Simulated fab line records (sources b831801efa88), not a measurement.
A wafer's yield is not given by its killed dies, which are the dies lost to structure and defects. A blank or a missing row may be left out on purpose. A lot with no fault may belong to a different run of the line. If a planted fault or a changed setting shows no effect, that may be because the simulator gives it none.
Chamber matching	flow sky130	SKY_CONTACT_CMP_27 on cmp-02: 4 sister chambers
The step polishes, stops on SiO2, t overpolish 15 s, target thk 0 nm. 8 wafers are shown with their chamber, then 8 later ones without.

== WAFERS WITH THEIR CHAMBER ==
wafer	chamber	time_to_endpoint_s (s)	motor_current_A (A)
L530.5	1	84	10.5
L532.3	2	85	11.6
L532.5	1	87	10.8
L533.5	2	81	10.8
L535.2	0	82	10.7
L535.4	3	85	10.7
L535.6	0	80	10.9
L536.2	3	82	10.5

== WAFERS WHOSE CHAMBER IS MISSING ==
wafer	time_to_endpoint_s (s)	motor_current_A (A)
L536.3	81	10.8
L536.5	78	10.4
L538.3	88	11.4
L538.5	87	10.6
L538.6	84	11.0
L541.1	76	10.4
L541.3	73	10.6
L541.5	77	11.9

== EACH ONE'S CHAMBER ==
wafer	from the rows above	in truth
L536.3	can't be placed: 0 or 3 or 2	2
L536.5	can't be placed: 0 or 3 or 2 or 1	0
L538.3	can't be placed: 2 or 1 or 3 or 0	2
L538.5	can't be placed: 1 or 3 or 2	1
L538.6	can't be placed: 2 or 3 or 1 or 0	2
L541.1	can't be placed: 0 or 3 or 2 or 1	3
L541.3	can't be placed: 0 or 3 or 2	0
L541.5	can't be placed: 2 or 0 or 3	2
Placed correctly: 0 of 8. These rows do not allow placing 8 (true chamber among the candidates in 8). Placed wrongly: 0.
How it was worked out, from the rows above alone: a wafer's distance from a chamber is the root of the sum, over the readings, of the square of ((its reading less the chamber's mean) divided by the reading's scatter). If the next closest chamber is less than 2 further off than the closest, the wafer can't be placed; otherwise it belongs to the closest. A chamber's mean is the mean of its shown wafers. The scatter: the root of (the sum of the squares of (reading less its chamber's mean) over the shown wafers, divided by (wafers less chambers)).
